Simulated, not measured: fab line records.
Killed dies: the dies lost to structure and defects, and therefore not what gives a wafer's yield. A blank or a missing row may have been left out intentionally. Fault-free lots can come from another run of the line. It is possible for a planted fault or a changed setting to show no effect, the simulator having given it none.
A lot that was struck, set against a sound lot / flow gf180mcu / 15 out of 602 route steps
Sound: the wafers L128.3, L128.5, L128.6. Wafers L136.3, L136.4, L136.6 were the ones struck. The cause is given at the end.
Each step with rows lists, per side, the tool, then ch with its chambers, then its first start. Under that, the readings that differ: sound wafers / struck wafers / difference of the means / sigmas: that difference in standard deviations of wafers without a fault.
alike: readings whose means differ by less than 2 such deviations, and words and numbers that are the same on both sides. not compared: withheld readings, readings that some wafer has no value for, bounds like >300 that may hide the same value, and numbers for which the record gives no deviation and whose values overlap.
The two part at a step that has a row with sigmas, a row that says differs or no value, or rows on one side only. When numbers do not overlap yet have no deviation, they are printed without sigmas and do not part them. Lack of a reading on every wafer of one side parts them only where that side has two or more wafers.

GF_V5_BOW_MEAS_05:
  sound on film metro-02 at day 27 01:50; struck on film metro-02 at day 29 12:17
  alike: V5_BOW
then, 8 steps without rows for these wafers: GF_V5_DEHYDRATE_06 (time 60 s); GF_V5_HMDS_07 (prime time 60 s); GF_V5_COAT_08; GF_V5_COAT_09 (resist thk 1000 nm); GF_V5_SOFTBAKE_10 (time 60 s); GF_V5_EXPOSE_11 (exposes mask Via5, target cd 260 nm); GF_V5_PEB_12 (peb time 90 s); GF_V5_DEVELOP_13 (develop time 60 s).
GF_V5_CD_MEAS_14 targets a cd of 260 nm.
  sound on cd sem-01 at day 27 21:48; struck on cd sem-01 at day 30 06:37
  alike: cd nm
GF_V5_OVL_MEAS_15:
  sound on overlay-01 at day 27 21:53; struck on overlay-01 at day 30 06:43
  alike: V5_OVL
GF_V5_ETCH_16: etches BARC in N2/H2.
  sound on rie diel-04 ch 0,1,3, day 27 21:55; struck on rie diel-02 ch 0,1, day 30 06:44
  alike: bias w, chamber pressure mTorr, drypump motor current A, oes product au, throttle valve pct
GF_V5_ETCH_17: etches SiO2 in C4F8/O2/Ar, stops on TiN, target depth 855 nm.
  sound on rie diel-04 ch 0,1,3, day 27 21:00; struck on rie diel-02 ch 0,1, day 30 06:00
  no value came back on the struck wafers for bias w (W), chamber pressure mTorr (mTorr), oes product au (a.u.); on the sound wafers bias w (W) reads 1201 1200 1204
GF_V5_STRIP_18: strips in O2/N2.
  sound on plasma asher-02 ch 0,1, day 27 22:06; struck on plasma asher-03 ch 0,1, day 30 06:55
reading=oes product au (a.u.); sound=0.568 0.562 0.566; struck=0.670 0.669 0.663; difference=+0.102; sigmas=+23
  alike: drypump motor current A, heater power w
  not compared: rf hours counter h
then, 1 step without rows for these wafers: GF_V5_STRIP_19 (strips in post etch residue remover, time 1200 s).

## WHERE THEY PART
At GF_V5_ETCH_17 first; at GF_V5_STRIP_18 last (within this record only).

WHY: what the simulator had put in
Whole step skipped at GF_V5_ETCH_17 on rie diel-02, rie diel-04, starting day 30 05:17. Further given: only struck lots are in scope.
